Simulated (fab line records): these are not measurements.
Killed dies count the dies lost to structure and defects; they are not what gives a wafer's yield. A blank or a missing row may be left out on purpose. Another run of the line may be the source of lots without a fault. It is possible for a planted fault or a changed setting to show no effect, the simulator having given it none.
Matching of chambers ; flow gf180mcu ; GF_V2_CMP_04 on cmp-01: 4 sister chambers
The step polishes SiO2. 14 wafers are shown with their chamber, then 7 later ones without.

== WAFERS WITH THEIR CHAMBER ==
wafer;chamber;edge-zone-pressure-frac;motor-current-A (A);time-to-endpoint-s (s)
L485.1;2;1.002;12.4;77
L485.3;1;0.995;11.7;81
L485.5;2;1.004;12.1;84
L488.2;1;0.999;12.6;79
L488.3;3;0.999;12.7;85
L488.5;0;0.993;11.7;93
L491.4;0;1.000;12.7;85
L491.5;3;0.995;12.0;82
L491.6;2;1.001;12.9;90
L493.2;3;1.005;12.0;73
L493.3;0;1.000;12.1;80
L493.6;3;0.996;13.0;81
L497.1;3;1.007;12.5;81
L497.2;1;0.994;11.3;88

SIGNATURES (averages over the wafers above)
reading;chamber 0;chamber 1;chamber 2;chamber 3;scatter within a chamber
edge-zone-pressure-frac;0.99767;0.99600;1.00233;1.00040;0.00408
motor-current-A;12.167;11.867;12.467;12.440;0.499
time-to-endpoint-s;86.00;82.67;83.67;80.40;5.43
Rule: distance of a wafer from a chamber = root of the sum over the readings of ((wafer's reading minus chamber's mean) / reading's scatter) squared. If the next closest chamber is less than 2 further off than the closest, the wafer can't be placed; otherwise it belongs to the closest. The scatter: take each reading less its chamber's mean, square it, sum over the shown wafers, divide by the number of wafers less the number of chambers, and take the root.

== WAFERS WITHOUT THEIR CHAMBER ==
wafer;edge-zone-pressure-frac;motor-current-A (A);time-to-endpoint-s (s)
L497.3;1.000;11.9;87
L503.3;0.990;11.4;78
L503.5;0.999;12.9;82
L503.6;1.006;12.0;87
L508.2;1.003;11.9;82
L508.3;1.005;11.9;75
L508.5;1.003;12.2;81

== WHICH CHAMBER EACH WENT THROUGH ==
wafer;from the rows above;in truth
L497.3;can't be placed: 0 or 1 or 2 or 3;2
L503.3;can't be placed: 1 or 0 or 3 or 2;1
L503.5;can't be placed: 3 or 2 or 0 or 1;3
L503.6;can't be placed: 2 or 3 or 0 or 1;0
L508.2;can't be placed: 2 or 3 or 0 or 1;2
L508.3;can't be placed: 3 or 2 or 1 or 0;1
L508.5;can't be placed: 2 or 3 or 0 or 1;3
Correct placement for 0 of the 7. These rows do not allow placing 7 (true chamber among the candidates in 7). 0 placed wrongly.
